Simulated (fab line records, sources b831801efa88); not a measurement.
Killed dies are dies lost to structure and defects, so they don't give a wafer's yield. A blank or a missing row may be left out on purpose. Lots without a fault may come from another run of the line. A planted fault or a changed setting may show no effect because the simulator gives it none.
A struck lot beside a sound one | flow gf180mcu | 14 steps out of a route of 602
Sound: wafers L184.2, L184.3, L184.5. Struck: wafers L177.1, L177.2, L177.3. The cause comes at the end.
At each step with rows: each side's tool, then ch and its chambers, then its first start. Under that, the readings that differ: sound wafers | struck wafers | difference of the means | sigmas: that difference in standard deviations of wafers without a fault.
alike: readings whose means differ by less than 2 such deviations, and words and numbers that are the same on both sides. not compared: withheld readings, readings that some wafer has no value for, bounds like >300 that may hide the same value, and numbers for which the record gives no deviation and whose values overlap.
The two part at a step that has a row with sigmas, a row that says differs or no value, or rows on one side only. Numbers that don't overlap but have no deviation are shown without sigmas and don't part them. A reading that every wafer of one side lacks parts them only if that side has two wafers or more.

first, 1 step without rows for these wafers: GF_NWELL_DEVELOP_06 (develop time 60 s).
GF_NWELL_OVL_MEAS_07:
  sound on overlay-02, day 7 03:55; struck on overlay-01, day 5 16:10
  alike: NWELL_OVL
then, 2 steps without rows for these wafers: GF_NWELL_IMPLANT_08; GF_NWELL_IMPLANT_09.
GF_NWELL_STRIP_10: strips in O2/N2.
  sound on plasma_asher-03 ch 0,1, day 7 04:15; struck on plasma_asher-01 ch 0,1, day 5 16:30
  alike: drypump_motor_current_A, heater_power_w, oes_product_au, platen_temp_c, strip_time_to_endpoint_s
  not compared: rf_hours_counter_h
GF_NWELL_TW_MEAS_11:
  sound on film_metro-02, day 7 04:22; struck on film_metro-02, day 5 16:36
  alike: NWELL_TW
then, 6 steps without rows for these wafers: GF_LVPWELL_DEHYDRATE_00 (time 60 s); GF_LVPWELL_HMDS_01 (prime time 60 s); GF_LVPWELL_COAT_02 (resist thk 3000 nm); GF_LVPWELL_SOFTBAKE_03; GF_LVPWELL_EXPOSE_04 (exposes mask LVPWELL, target cd 600 nm); GF_LVPWELL_PEB_05.
GF_LVPWELL_DEVELOP_06: develop time 60 s.
  sound on litho_track-03 ch 0, day 7 20:00; struck on litho_track-01, day 6 07:00
  no value came back on the struck wafers for chill_plate_temp_C (C), develop_time_s (s); on the sound wafers chill_plate_temp_C (C) reads 23.17 23.02 23.00
GF_LVPWELL_OVL_MEAS_07:
  sound on overlay-02, day 7 20:19; struck on overlay-02, day 6 07:45
  reading          | sound          | struck | difference                    | sigmas
  LVPWELL_OVL (nm) | -1.3 -0.8 -2.9 | - - -  | no value on the struck wafers |

WHERE THEY PART
First at GF_LVPWELL_DEVELOP_06; last, within this record, at GF_LVPWELL_OVL_MEAS_07.

WHY: what the simulator had put in
Skipped step whole: litho_track-01, from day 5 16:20 on, at GF_LVPWELL_DEVELOP_06. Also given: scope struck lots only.
